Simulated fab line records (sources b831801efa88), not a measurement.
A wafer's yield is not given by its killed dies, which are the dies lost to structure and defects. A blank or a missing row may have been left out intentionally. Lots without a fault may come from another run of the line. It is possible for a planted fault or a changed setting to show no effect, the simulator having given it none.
Which tool was responsible? || flow sky130 || 14 lots with 42 wafers sampled at 2 steps, on a route of 708 steps

WHAT EACH GAUGE READ, for each wafer
No reading from a measuring or inspecting step in the record can be judged against a usual standard deviation.

EACH LOT AND THE TOOL THAT RAN IT (in order: tool; ch and the chambers of the sampled wafers; start)
{"lot": "L805", "SKY_FIELD_ISO_OXIDATION_01": "furnace-01 ch 0, day 1 10:40", "SKY_PAD_OPEN_PROBE_99": "-"}
{"lot": "L807", "SKY_FIELD_ISO_OXIDATION_01": "furnace-02 ch 0, day 1 20:40", "SKY_PAD_OPEN_PROBE_99": "-"}
{"lot": "L809", "SKY_FIELD_ISO_OXIDATION_01": "furnace-02 ch 0, day 2 09:55", "SKY_PAD_OPEN_PROBE_99": "-"}
{"lot": "L810", "SKY_FIELD_ISO_OXIDATION_01": "furnace-01 ch 0, day 2 13:55", "SKY_PAD_OPEN_PROBE_99": "-"}
{"lot": "L811", "SKY_FIELD_ISO_OXIDATION_01": "furnace-01 ch 0, day 2 18:28", "SKY_PAD_OPEN_PROBE_99": "-"}
{"lot": "L813", "SKY_FIELD_ISO_OXIDATION_01": "furnace-02 ch 0, day 3 05:06", "SKY_PAD_OPEN_PROBE_99": "-"}
{"lot": "L814", "SKY_FIELD_ISO_OXIDATION_01": "furnace-02 ch 0, day 3 07:47", "SKY_PAD_OPEN_PROBE_99": "-"}
{"lot": "L816", "SKY_FIELD_ISO_OXIDATION_01": "furnace-02 ch 0, day 3 17:25", "SKY_PAD_OPEN_PROBE_99": "-"}
{"lot": "L817", "SKY_FIELD_ISO_OXIDATION_01": "furnace-01 ch 0, day 3 22:44", "SKY_PAD_OPEN_PROBE_99": "prober-01, day 49 15:02"}
{"lot": "L818", "SKY_FIELD_ISO_OXIDATION_01": "furnace-01 ch 0, day 4 03:07", "SKY_PAD_OPEN_PROBE_99": "-"}
{"lot": "L819", "SKY_FIELD_ISO_OXIDATION_01": "furnace-01 ch 0, day 4 08:41", "SKY_PAD_OPEN_PROBE_99": "prober-02, day 49 20:52"}
{"lot": "L820", "SKY_FIELD_ISO_OXIDATION_01": "furnace-02 ch 0, day 4 14:46", "SKY_PAD_OPEN_PROBE_99": "-"}
{"lot": "L823", "SKY_FIELD_ISO_OXIDATION_01": "furnace-02 ch 0, day 5 04:52", "SKY_PAD_OPEN_PROBE_99": "prober-02, day 51 11:36"}
{"lot": "L826", "SKY_FIELD_ISO_OXIDATION_01": "furnace-02 ch 0, day 5 20:34", "SKY_PAD_OPEN_PROBE_99": "prober-01, day 51 05:51"}
- SKY_FIELD_ISO_OXIDATION_01: stabilise 600 s, purge 300 s, target thk 12 nm.
- SKY_PAD_OPEN_PROBE_99

AS READ BY THE TOOLS THEMSELVES (means over the sampled wafers that have a number; for cases with no such wafer, the mark the record gives instead)
SKY_FIELD_ISO_OXIDATION_01. Usual: oxTempC 900.1 C, standard deviation 0.39; tubeCenterTempC 900.01 C, standard deviation 0.087; zonePowerLowerPct 18.2 %, standard deviation 2.1.
{"lot": "L805", "tool": "furnace-01", "oxTempC (C)": 899.8, "tubeCenterTempC (C)": 899.95, "zonePowerLowerPct (%)": 16.2, "flag": ""}
{"lot": "L807", "tool": "furnace-02", "oxTempC (C)": 900.3, "tubeCenterTempC (C)": 899.98, "zonePowerLowerPct (%)": 20.6, "flag": ""}
{"lot": "L809", "tool": "furnace-02", "oxTempC (C)": 899.6, "tubeCenterTempC (C)": 900.02, "zonePowerLowerPct (%)": 20.6, "flag": ""}
{"lot": "L810", "tool": "furnace-01", "oxTempC (C)": 899.9, "tubeCenterTempC (C)": 900.07, "zonePowerLowerPct (%)": 16.3, "flag": ""}
{"lot": "L811", "tool": "furnace-01", "oxTempC (C)": 900.3, "tubeCenterTempC (C)": 900.06, "zonePowerLowerPct (%)": 16.3, "flag": ""}
{"lot": "L813", "tool": "furnace-02", "oxTempC (C)": 900.0, "tubeCenterTempC (C)": 900.02, "zonePowerLowerPct (%)": 20.5, "flag": ""}
{"lot": "L814", "tool": "furnace-02", "oxTempC (C)": 900.4, "tubeCenterTempC (C)": 899.95, "zonePowerLowerPct (%)": 20.4, "flag": ""}
{"lot": "L816", "tool": "furnace-02", "oxTempC (C)": 900.2, "tubeCenterTempC (C)": 900.06, "zonePowerLowerPct (%)": 20.4, "flag": ""}
{"lot": "L817", "tool": "furnace-01", "oxTempC (C)": 900.2, "tubeCenterTempC (C)": 900.02, "zonePowerLowerPct (%)": 16.2, "flag": ""}
{"lot": "L818", "tool": "furnace-01", "oxTempC (C)": 900.4, "tubeCenterTempC (C)": 899.95, "zonePowerLowerPct (%)": 16.5, "flag": ""}
{"lot": "L819", "tool": "furnace-01", "oxTempC (C)": 900.5, "tubeCenterTempC (C)": 900.00, "zonePowerLowerPct (%)": 16.2, "flag": ""}
{"lot": "L820", "tool": "furnace-02", "oxTempC (C)": 899.7, "tubeCenterTempC (C)": 900.00, "zonePowerLowerPct (%)": 20.5, "flag": ""}
{"lot": "L823", "tool": "furnace-02", "oxTempC (C)": 900.2, "tubeCenterTempC (C)": 899.97, "zonePowerLowerPct (%)": 20.4, "flag": ""}
{"lot": "L826", "tool": "furnace-02", "oxTempC (C)": 899.9, "tubeCenterTempC (C)": 900.02, "zonePowerLowerPct (%)": 20.5, "flag": ""}

SKY_PAD_OPEN_PROBE_99. Usual: killed_at_M0_to_M3 44, standard deviation 6.9; killed_at_M4_up 3.1, standard deviation 1.7; killedAtContacts 25, standard deviation 5.6; killedAtFrontEnd 14, standard deviation 4.3; killedAtOther 0.3, standard deviation 0.51; killedDies 86, standard deviation 9.8; killedOnRim 17, standard deviation 3.8; killedOpen 47, standard deviation 6.5; killedShort 39, standard deviation 6.6.
{"lot": "L817", "tool": "prober-01", "killed_at_M0_to_M3": 46, "killed_at_M4_up": 7.0, "killedAtContacts": 37, "killedAtFrontEnd": 16, "killedAtOther": 0.0, "killedDies": 106, "killedOnRim": 25, "killedOpen": 55, "killedShort": 51, "flag": ""}
{"lot": "L819", "tool": "prober-02", "killed_at_M0_to_M3": 36, "killed_at_M4_up": 2.0, "killedAtContacts": 26, "killedAtFrontEnd": 16, "killedAtOther": 0.3, "killedDies": 80, "killedOnRim": 13, "killedOpen": 44, "killedShort": 36, "flag": ""}
{"lot": "L823", "tool": "prober-02", "killed_at_M0_to_M3": 36, "killed_at_M4_up": 2.7, "killedAtContacts": 20, "killedAtFrontEnd": 126, "killedAtOther": 0.0, "killedDies": 184, "killedOnRim": 40, "killedOpen": 37, "killedShort": 29, "flag": "OFF"}
{"lot": "L826", "tool": "prober-01", "killed_at_M0_to_M3": 35, "killed_at_M4_up": 2.0, "killedAtContacts": 21, "killedAtFrontEnd": 126, "killedAtOther": 0.3, "killedDies": 184, "killedOnRim": 34, "killedOpen": 38, "killedShort": 29, "flag": "OFF"}

THE ANSWER, worked out from the rows above alone
Rule: take the mean of a lot's wafers that have a number; if it is more than 3 standard deviations from the usual mean, the lot is off. Also off: a lot with no number at a reading for which 4 or more lots have one. Any other lot the step has rows for is counted as sound. The gauges are gone through in route order, then the tools' own readings, and for those a lot's mean is taken as printed above. The first step at which some lot is off is used, and at that step the reading that is off furthest; a lot without a number counts as furthest.
Off: L823, L826 (SKY_PAD_OPEN_PROBE_99, killedAtFrontEnd). Neither off nor sound, because the step has no rows for them: L805, L807, L809, L810, L811, L813, L814, L816, L818, L820.
A tool fits if, at that step or a process step before it, it ran every lot that is off, and no sound lot after the first of them. One fits: furnace-02 at SKY_FIELD_ISO_OXIDATION_01. It ran no sound lot before its first lot that is off in this sample, so the start can't be narrowed down.
The tool's own readings at SKY_FIELD_ISO_OXIDATION_01 bear it out: on the lots that are off they differ by more than 5 times the standard deviation of the sound lots' means. zonePowerLowerPct reads 20.4 % there against 16.2 % on the sound lots.

WHAT HAD BEEN PUT IN BY THE SIMULATOR
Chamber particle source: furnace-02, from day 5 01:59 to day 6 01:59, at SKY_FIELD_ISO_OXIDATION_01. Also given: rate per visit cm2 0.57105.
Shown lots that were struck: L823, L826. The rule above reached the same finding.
